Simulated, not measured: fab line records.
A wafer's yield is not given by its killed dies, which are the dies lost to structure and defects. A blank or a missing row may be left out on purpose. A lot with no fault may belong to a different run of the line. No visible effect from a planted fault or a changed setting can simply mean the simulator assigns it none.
The same fault as seen by 2 desks | flow sky130 | numbers are kept per desk, each desk with only its own; the story behind them comes last

== METROLOGY DESK ==
Lot by lot, what the gauges showed, no matter which tool ran the lot: averages of those sampled wafers that carry a number. Any lot whose mean is over 4 standard deviations away from the usual mean is out of limits and marked OUT; that distance is given in the brackets.
Columns: A = LI_CONTACT_W_RS at SKY_LI_CONTACT_RS_MEAS_22, usual 0.2848 ohm/sq; B = LOCAL_INTERCONNECT_OVL at SKY_LOCAL_INTERCONNECT_OVL_MEAS_12, usual -2 nm
lot  | first seen here | A      | B
L786 | day 30 12:13    | 0.2863 | -3
L788 | day 30 17:41    | 0.2819 | -7
L791 | day 31 08:40    | 0.2856 | -0
L793 | day 32 03:31    | 0.2843 | -4
L792 | day 32 06:15    | 0.2845 | -12
L794 | day 33 11:16    | 0.2825 | -5
L797 | day 33 16:38    | 0.2875 | 4
L802 | day 34 14:57    | 0.2826 | -8
L801 | day 34 18:58    | 0.2834 | -2
L805 | day 36 01:15    | 0.2817 | -1
L804 | day 36 01:53    | 0.2861 | -2
L807 | day 36 03:47    | 0.2884 | 2
This desk found nothing out of limits on any of the 12 lots.

== FOR THE TOOL OWNER'S DESK: litho_track-03 ==
The tool's own readings at SKY_LOCAL_INTERCONNECT_COAT_05 (resist thk 60 nm): means of the sampled wafers that have a number, for each lot that ran on this tool. Any lot whose mean is over 4 standard deviations away from the usual mean is out of limits and marked OUT; that distance is given in the brackets.
Columns: A = spin_speed_rpm at SKY_LOCAL_INTERCONNECT_COAT_05, usual 3000.0 rpm
lot  | first seen here | A
L786 | day 31 02:41    | 2999.6
L794 | day 34 00:25    | 3000.8
L797 | day 34 05:28    | 2998.8
L802 | day 35 03:22    | 2675.6 (-99 or more) OUT
L801 | day 35 06:29    | 2680.1 (-99 or more) OUT
This desk's verdict: out of limits on L801, L802, starting with L802 at day 35 03:22 (spin_speed_rpm at SKY_LOCAL_INTERCONNECT_COAT_05). In limits: L786, L794, L797.

== ALL TOGETHER ==
The tool owner's desk could have raised an alarm at day 35 03:22, on L801, L802.
From the metrology desk's view, nothing was out of limits.
The metrology desk has L801, L802 on record, within its limits.
The lots listed all ran SKY_LOCAL_INTERCONNECT_COAT_05 on litho_track-03.

== WHAT HAD BEEN PUT IN BY THE SIMULATOR ==
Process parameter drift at SKY_LOCAL_INTERCONNECT_COAT_05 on litho_track-03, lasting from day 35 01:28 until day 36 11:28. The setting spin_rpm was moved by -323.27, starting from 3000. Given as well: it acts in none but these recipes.
Struck lots among those shown: L801, L802.
How many hours passed from the start of the fault until each desk's first out-of-limits reading: the tool owner's desk, 2.
